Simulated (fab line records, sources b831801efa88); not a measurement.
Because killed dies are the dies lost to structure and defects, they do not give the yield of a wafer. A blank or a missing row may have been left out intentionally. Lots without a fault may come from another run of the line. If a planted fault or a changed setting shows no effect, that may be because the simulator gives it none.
Problem report in the 8D (eight disciplines) form, filled by code + flow sky130 + the parts of the form that need people (team, actions taken, sign-off) are left out

## 1. WHAT WENT WRONG
SKY_PAD_OPEN_PROBE_99, killedAtFrontEnd: mean 61 over 1 wafer from 1 lot; wafers with no fault: 15, standard deviation 4.7. That is +9.8 standard deviations from the usual mean.
Earliest sighting: wafer L800.6 on prober-01 at day 49 00:16. Wafers with a number at this step in the record: 39, from 13 lots. Rule for "out", or "out of limits": more than 4 standard deviations from the usual mean. Any other wafer with a number is counted as sound.

## 2. WHAT IT IS, AND WHAT IT ISN'T
| question                    | is                           | is not                                                                                 |
|-----------------------------|------------------------------|----------------------------------------------------------------------------------------|
| which readings at this step | killedAtFrontEnd, killedDies | killed_at_M0_to_M3, killed_at_M4_up, killedAtContacts, killedOpen, killedShort         |
| which lots                  | L800                         | L787, L789, L790, L791, L792, L795, L796, L798, L803, L808, L809, L810                 |
| which wafers of those lots  | L800.6                       | L800.1, L800.5                                                                         |
| read on which tools         | prober-01                    | prober-02                                                                              |
| when                        | from day 49 00:16            | up to then (26 sound wafers); but 12 sound wafers of L803, L808, L809, L810 came after |

## 3. THE SUSPECTS, EACH WITH WHAT RULES IT OUT
Counting: if a tool at a process step up to the reading ran every lot that is out, it stays a suspect. Sound lots after the first of them don't rule it out here, since some wafers of a struck lot are sound.
- plasmaAsher-03 at SKY_POLY_GATE_STRIP_18 (strips in O2/N2): kept. It processed L800, the lot that is out, at day 21 04:12, and its most recent sound lot before then was L795 at day 19 05:52.
- prober-01 at SKY_PAD_OPEN_PROBE_99: kept. It processed L800, the lot that is out, at day 49 00:01, and its most recent sound lot before then was L798 at day 48 16:49. Its own killedAtFrontEnd, killedDies readings are out on those wafers.
- Within plasmaAsher-03 at SKY_POLY_GATE_STRIP_18: the wafers that are out ran in chamber 0; their sound lot-mates ran in chamber 1.
After counting, plasmaAsher-03 at SKY_POLY_GATE_STRIP_18 and prober-01 at SKY_PAD_OPEN_PROBE_99 remain.

## 4. THE CAUSE (what the simulator had put in)
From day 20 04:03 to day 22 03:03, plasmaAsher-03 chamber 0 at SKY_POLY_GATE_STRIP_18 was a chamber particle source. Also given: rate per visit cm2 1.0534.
This tool is one of the 2 suspects left after counting.

## 5. THE EFFECT CHAIN, in route order
One row per reading whose mean, taken over the struck wafers that have a number, lies over 3 standard deviations from the usual. Only readings for which the record gives a usual standard deviation are gone through. hours: the time from each lot's start at the first step in this table that gives one to its start at this step, as a median over the lots. sigmas: the change in usual standard deviations.
| hours | step                  | reading          | usual | on struck wafers | change | sigmas |
|-------|-----------------------|------------------|-------|------------------|--------|--------|
| 0     | SKY_PAD_OPEN_PROBE_99 | killedAtFrontEnd | 15    | 61               | +46    | +9.8   |
| 0     | SKY_PAD_OPEN_PROBE_99 | killedDies       | 87    | 131              | +44    | +4.7   |
Here are the process steps it includes:
- SKY_PAD_OPEN_PROBE_99

## 6. WHAT WOULD HAVE CAUGHT IT SOONER
692 hours passed between the start of the fault at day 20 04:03 and the first reading out of limits in this record, taken at day 49 00:16.
An alarm limit of 4 standard deviations would not have fired on the tool readings at SKY_POLY_GATE_STRIP_18 for which the record gives a usual standard deviation, since none of them was out on any struck wafer.
By day 49 00:16 the whole set of lots that are out, 1 in number, had already begun SKY_POLY_GATE_STRIP_18 on plasmaAsher-03. A hold on the tool at that time would have spared none of them.
